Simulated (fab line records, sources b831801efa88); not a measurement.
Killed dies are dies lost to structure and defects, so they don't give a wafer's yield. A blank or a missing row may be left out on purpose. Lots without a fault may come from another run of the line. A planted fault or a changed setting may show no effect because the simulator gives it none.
fab line records | flow sfq_line
record lots=15 wafers=45 last_day=100
route steps=325 shown I4@164 I7@309
lots that met no fault: from a run of the same line without faults
start_h: hours from the record's first day to the start of the lot's first wafer shown | wait_h: hours since the lot's step before | " the same as in the row above | L1.1+2: a row that stands for several wafers | - no value, or no start given | * or withheld: withheld | < > ~ a bound
route shown NAME@n: a module of which the file shows steps, and the number in the route of the first | usual: mean/standard deviation of fault-free wafers | same: alike in all rows | chamber/n: place in a boat | sites: the reading at each site | _std_site: their standard deviation | _edge_site: outer sites' mean less inner sites' | radius_mm: how far each site lies from the wafer's centre | mask NAME#n: copy n | behind: the tool/chamber that last shaped the wafer | hold: why the lot was held/for how many hours/how that ended | device: the transistor (n, p or np) that didn't switch | end of line: the same wafers' tests at the end of the route | a step without rows: its recipe alone | killed: dies lost to structure and defects at the first sort, not the wafer's yield | map: a wafer's dies, x killed, . not, _ none there
set.NAME: the setting as run; set.NAME@STEP: as run at that earlier step | model.NAME: the simulator's own value behind a step, which no gauge read
steps of the route over a sample of lots; a table a step, a row a wafer
services: from which hour (start_h, from the record's first day; less than 0 if before it) a tool's chamber was out of use, for how many hours, and why
## steps
# step SFQ_TRILAYER_I4_CMP_CMP_100
# recipe material=SiO2 down_force_psi=3 platen_rpm=60 pad_velocity_m_s=0.94248
# usual edge_zone_pressure_frac=1.000/0.0047 motor_current_A=10.4/0.73 platen_rpm=59.99/0.046 slurry_flow_ml_min=149.9/0.45 time_to_endpoint_s=214/7.8
# columns lot.wafer tool chamber start_h wait_h edge_zone_pressure_frac motor_current_A platen_rpm slurry_flow_ml_min time_to_endpoint_s
L443.1 cmp-02 0 1342.53 0.0 0.994 10.4 60.04 150.9 214
L443.3 " 1 " " 0.998 10.0 59.95 149.7 212
L443.2 " 2 " " 1.008 10.3 59.99 149.7 217
L444.3 cmp-02 1 1371.05 0.5 0.993 10.3 60.02 151.3 212
L444.1 " 3 1372.05 1.5 0.999 11.5 59.97 149.5 218
L444.5 " 1 1373.05 2.5 0.997 10.8 59.95 149.5 210
L445.4 cmp-02 0 1377.91 0.0 1.000 10.5 59.96 150.3 213
L445.2 " 1 " " 0.994 10.8 59.98 149.9 208
L445.6 " 0 1379.91 2.0 0.996 10.5 59.99 149.9 217
L447.4 cmp-01 2 1390.95 0.0 1.002 9.7 59.92 149.8 215
L447.2 " 0 1391.95 1.0 0.997 10.0 60.03 149.6 219
L447.6 " 3 1393.45 2.5 0.995 10.3 59.96 150.0 210
L448.1 cmp-01 2 1398.65 0.5 1.005 8.8 59.99 150.2 194
L448.4 " 3 " " 0.999 10.3 59.97 150.2 197
L448.5 " 2 1400.65 2.5 1.003 9.0 59.99 150.6 198
L449.4 cmp-01 1 1422.27 1.2 0.997 11.3 59.98 149.8 198
L449.1 " 3 1423.27 2.2 1.006 10.3 59.92 150.0 192
L449.5 " 2 1424.77 3.7 1.003 9.8 59.98 149.7 208
L450.1 cmp-01 1 1431.17 0.5 1.002 10.7 60.02 149.5 191
L450.3 " 2 " " 1.007 9.3 60.02 150.2 202
L450.5 " 1 1433.17 2.5 1.000 11.0 60.06 149.9 206
L458.2 cmp-01 0 1491.23 0.4 1.001 10.0 60.07 151.1 210
L458.3 " 1 " " 1.007 11.4 59.98 149.9 223
L458.4 " 3 1492.73 1.9 0.999 9.7 59.99 149.6 209
L459.1 cmp-01 3 1494.23 1.0 1.000 10.2 60.00 149.7 208
L459.6 " 3 1496.23 3.0 1.004 10.2 59.96 149.4 209
L459.5 " 0 " " 1.003 9.2 59.88 149.6 220
L460.1 cmp-01 0 1498.23 2.2 0.999 9.9 59.94 149.2 209
L460.4 " 1 " " 0.993 11.3 60.00 149.7 215
L460.6 " 2 " " 0.992 9.6 59.96 149.3 214
L462.4 cmp-01 3 1504.81 0.0 1.004 11.2 59.96 150.0 208
L462.3 " 0 " " 1.002 10.3 59.93 149.5 206
L462.6 " 0 1507.31 2.5 1.000 10.0 60.00 149.9 216
L463.4 cmp-01 1 1511.81 2.2 1.001 11.4 59.97 150.3 215
L463.3 " 2 " " 1.004 8.9 60.02 150.3 204
L463.6 " 0 1513.31 3.7 0.995 10.0 60.11 149.5 211
L464.3 cmp-01 3 1513.81 1.9 0.997 10.5 60.00 150.5 204
L464.2 " 0 " " 1.009 10.2 60.06 149.9 212
L464.4 " 1 " " 1.014 11.1 60.01 150.3 212
L465.4 cmp-02 2 1516.00 2.8 1.009 10.5 60.00 149.4 222
L465.1 " 3 " " 0.999 11.6 59.98 149.9 226
L465.5 " 0 " " 1.005 10.6 60.05 149.2 235
L466.1 cmp-01 1 1532.81 1.5 0.996 11.3 60.07 150.4 204
L466.3 " 2 " " 1.001 9.0 59.96 150.1 211
L466.6 " 0 1534.31 3.0 1.004 10.4 60.11 150.3 219
# step SFQ_TRILAYER_I4_METRO_MEASURE_101
# usual thk_nm=199.8/1.1
# columns lot.wafer tool chamber start_h wait_h thk_nm
L443.1 film_metro-02 - 1345.65 0.1 201.9
L443.2 " - " " 200.6
L443.3 " - " " 200.3
L444.1 film_metro-01 - 1373.67 0.1 199.5
L444.3 " - " " 199.0
L444.5 " - " " 198.6
L445.2 film_metro-01 - 1381.23 0.3 199.5
L445.4 " - " " 200.9
L445.6 " - " " 200.4
L447.2 film_metro-02 - 1394.27 0.3 199.5
L447.4 " - " " 200.4
L447.6 " - " " 197.8
L448.1 film_metro-02 - 1401.27 0.1 219.4
L448.4 " - " " 218.3
L448.5 " - " " 219.5
L449.1 film_metro-03 - 1425.39 0.1 219.1
L449.4 " - " " 220.6
L449.5 " - " " 221.6
L450.1 film_metro-02 - 1433.79 0.1 220.9
L450.3 " - " " 221.5
L450.5 " - " " 220.8
L458.2 film_metro-02 - 1494.55 0.3 201.3
L458.3 " - " " 198.6
L458.4 " - " " 198.9
L459.1 film_metro-03 - 1497.35 0.1 197.6
L459.5 " - " " 199.6
L459.6 " - " " 197.6
L460.1 film_metro-03 - 1500.35 0.1 201.0
L460.4 " - " " 200.7
L460.6 " - " " 200.1
L462.3 film_metro-03 - 1508.33 0.5 200.1
L462.4 " - " " 197.9
L462.6 " - " " 200.1
L463.3 film_metro-02 - 1514.33 0.5 198.5
L463.4 " - " " 198.7
L463.6 " - " " 200.9
L464.2 film_metro-03 - 1517.13 0.3 201.7
L464.3 " - " " 197.9
L464.4 " - " " 200.5
L465.1 film_metro-01 - 1518.12 0.1 200.5
L465.4 " - " " 200.2
L465.5 " - " " 201.2
L466.1 film_metro-02 - 1534.93 0.1 200.0
L466.3 " - " " 200.5
L466.6 " - " " 201.1
# step SFQ_TRILAYER_I4_VIA_ETCH_VIA_ETCH_106
# recipe target=SiO2 stop_on=Nb mask_material=PR taper_deg=20 chemistry=CHF3 target_depth_nm=260 source_w=500 bias_w=80 pressure_mtorr=30 time_s=withheld
# usual drypump_motor_current_A=5.8/0.41 oes_product_au=0.854/0.0053
# columns lot.wafer tool chamber start_h wait_h drypump_motor_current_A oes_product_au
L443.1 rie_diel-02 2 1349.18 0.0 6.1 0.854
L443.2 " 3 " " 5.5 0.854
L443.3 " 1 " " 5.6 0.851
L444.1 rie_diel-04 3 1377.86 0.0 5.7 0.858
L444.3 " 0 " " 6.2 0.852
L444.5 " 3 " " 5.7 0.842
L445.2 rie_diel-02 0 1384.55 0.0 6.7 0.856
L445.4 " 3 " " 5.5 0.859
L445.6 " 0 " " 6.7 0.852
L447.2 rie_diel-01 1 1398.51 0.0 6.1 0.860
L447.4 " 3 " " 5.2 0.853
L447.6 " 1 " " 6.2 0.847
L448.1 rie_diel-04 3 1405.72 0.0 5.7 0.901
L448.4 " 0 " " 6.2 0.899
L448.5 " 0 " " 6.2 0.905
L449.1 rie_diel-04 2 1429.75 0.0 5.6 0.905
L449.4 " 3 " " 5.7 0.901
L449.5 " 0 " " 6.2 0.906
L450.1 rie_diel-02 1 1440.50 0.0 5.6 0.904
L450.3 " 0 " " 6.7 0.906
L450.5 " 0 " " 6.7 0.905
L458.2 rie_diel-04 3 1577.12 0.0 5.7 0.860
L458.3 " 0 " " 6.2 0.845
L458.4 " 2 " " 5.6 0.860
L459.1 rie_diel-01 2 1579.52 0.0 5.4 0.850
L459.5 " 1 " " 6.1 0.850
L459.6 " 2 " " 5.4 0.851
L460.1 rie_diel-01 1 1583.12 0.0 6.1 0.867
L460.4 " 0 " " 5.9 0.856
L460.6 " 2 " " 5.4 0.849
L462.3 rie_diel-02 1 1589.12 0.0 5.6 0.848
L462.4 " 2 " " 6.1 0.847
L462.6 " 2 " " 6.1 0.855
L463.3 rie_diel-02 1 1595.12 0.0 5.6 0.851
L463.4 " 0 " " 6.7 0.850
L463.6 " 3 " " 5.5 0.855
L464.2 rie_diel-04 0 1598.72 0.0 6.2 0.856
L464.3 " 3 " " 5.7 0.849
L464.4 " 1 " " 6.0 0.856
L465.1 rie_diel-02 2 1599.92 0.0 6.1 0.859
L465.4 " 0 " " 6.7 0.854
L465.5 " 1 " " 5.6 0.864
L466.1 rie_diel-01 0 1618.17 0.0 5.8 0.853
L466.3 " 3 " " 5.2 0.856
L466.6 " 2 " " 5.5 0.863
# step SFQ_TRILAYER_I7_VIA_STRIP_STRIP_191
# recipe gas=O2 power_w=200 platen_temp_c=40 overash_fraction=0.65 chemistry=O2 pressure_mtorr=50
# usual drypump_motor_current_A=6.2/0.46 he_backside_leak_sccm=3.63/0.3 oes_product_au=1.002/0.01
# same overash_fraction=0.65
# columns lot.wafer tool chamber start_h wait_h drypump_motor_current_A he_backside_leak_sccm oes_product_au rf_hours_counter_h
L443.1 rie_metal-04 1 1918.68 - 6.1 3.70 1.007 95
L443.2 " 0 " " 6.7 3.96 1.007 36
L443.3 " 1 " " 6.1 3.67 1.005 -
L444.1 rie_metal-02 1 1949.53 - 6.3 3.56 1.000 54
L444.3 " 1 " " 6.4 3.45 1.002 -
L444.5 " 1 " " 6.3 3.38 1.002 -
L445.2 rie_metal-04 0 1953.13 - 6.7 3.54 1.005 40
L445.4 " 0 " " 6.7 3.54 1.014 -
L445.6 " 1 " " 6.1 3.77 1.017 -
L447.2 rie_metal-02 1 1960.16 - 6.3 3.51 1.009 57
L447.4 " 1 " " 6.4 3.39 1.014 -
L447.6 " 1 " " 6.4 3.55 1.006 -
L448.1 rie_metal-04 1 1961.36 - 6.1 3.83 1.015 101
L448.4 " 0 " " 6.7 3.50 1.013 -
L448.5 " 0 " " 6.7 3.55 1.005 -
L449.1 rie_metal-04 1 2034.11 - 6.1 3.69 0.998 109
L449.4 " 1 " " 6.1 3.57 0.994 -
L449.5 " 0 " " 6.7 3.42 1.005 -
L450.1 rie_metal-03 0 2126.66 - 6.0 3.91 1.002 125
L450.3 " 0 " " 6.0 4.03 1.006 -
L450.5 " 1 " " 5.3 3.14 0.984 -
L458.2 rie_metal-04 0 2297.77 - 6.7 3.98 1.000 -
L458.3 " 0 " " 6.7 4.08 0.998 -
L458.4 " 0 " " 6.7 4.06 0.999 -
L459.1 rie_metal-03 1 2299.97 - 5.3 3.65 0.967 35
L459.5 " 1 " " 5.3 3.39 0.979 -
L459.6 " 0 " " 6.0 3.06 0.999 -
L460.1 rie_metal-04 0 2301.17 - 6.7 3.60 1.014 83
L460.4 " 0 " " 6.7 3.96 1.009 -
L460.6 " 0 " " 6.7 3.45 1.009 -
L462.3 rie_metal-03 1 2310.64 - 5.3 3.46 0.990 -
L462.4 " 0 " " 6.0 3.09 1.008 -
L462.6 " 1 " " 5.2 4.81 0.983 -
L463.3 rie_metal-04 0 2313.04 - 6.7 3.82 1.001 -
L463.4 " 1 " " 6.1 3.61 1.000 -
L463.6 " 0 " " 6.7 3.72 1.008 -
L464.2 rie_metal-04 0 2323.64 - 6.7 3.64 1.011 86
L464.3 " 0 " " 6.7 3.65 1.012 -
L464.4 " 1 " " 6.1 3.58 1.006 -
L465.1 rie_metal-04 0 2329.64 - 6.7 3.78 1.005 86
L465.4 " 1 " " 6.1 3.57 1.009 -
L465.5 " 0 " " 6.7 3.71 1.003 -
L466.1 rie_metal-02 0 2336.84 - 5.6 3.51 0.989 65
L466.3 " 0 " " 5.6 3.74 1.003 -
L466.6 " 1 " " 6.4 3.34 0.997 -
## services
# columns tool chamber start_h hours kind
cmp-01 - 1322.47 1.5 repair
cmp-01 - 1329.65 4.4 repair
cmp-01 - 1340.92 2.1 repair
cmp-01 - 1426.29 4.0 pm
cmp-01 - 1441.84 14.6 repair
cmp-01 - 1456.44 6.9 pm
cmp-01 - 1460.54 2.1 repair
cmp-01 - 1476.82 0.2 repair
cmp-01 - 1535.59 2.4 repair
cmp-01 - 1551.08 2.3 repair
cmp-01 - 1572.66 0.6 repair
cmp-01 - 1592.19 0.4 repair
cmp-01 - 1600.66 2.8 repair
cmp-01 - 1610.48 1.1 repair
cmp-01 - 1617.33 0.2 repair
cmp-01 - 1617.79 1.3 repair
cmp-01 - 1739.96 0.7 repair
cmp-01 - 1745.29 3.5 repair
cmp-01 - 1758.66 0.8 repair
cmp-01 - 1766.29 4.0 pm
cmp-01 - 1770.57 1.9 repair
cmp-01 - 1816.52 1.6 repair
cmp-01 - 1818.09 3.7 pm
cmp-01 - 1848.31 1.5 repair
## key
first_sign step=SFQ_TRILAYER_I4_CMP_CMP_100 reading=time_to_endpoint_s direction=down sigmas=2 usual=* struck=*
effect step=SFQ_TRILAYER_I4_METRO_MEASURE_101 reading=thk_nm direction=up sigmas=19 usual=199.8 struck=220.2
effect step=SFQ_TRILAYER_I4_VIA_ETCH_VIA_ETCH_106 reading=oes_product_au direction=up sigmas=9.2 usual=0.854 struck=0.903
met_at SFQ_TRILAYER_I4_CMP_CMP_100
struck_lots L448,L449,L450
not_acting_at SFQ_TRILAYER_I7_VIA_STRIP_STRIP_191
onset_between 1390.95 1398.65
fault kind=process_parameter_drift tool=cmp-01 chamber=- onset_h=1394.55 steps=SFQ_TRILAYER_I4_CMP_CMP_100 channel=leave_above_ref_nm offset=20 shape=step end_h=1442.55 acts_in=these_recipes_only stated=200
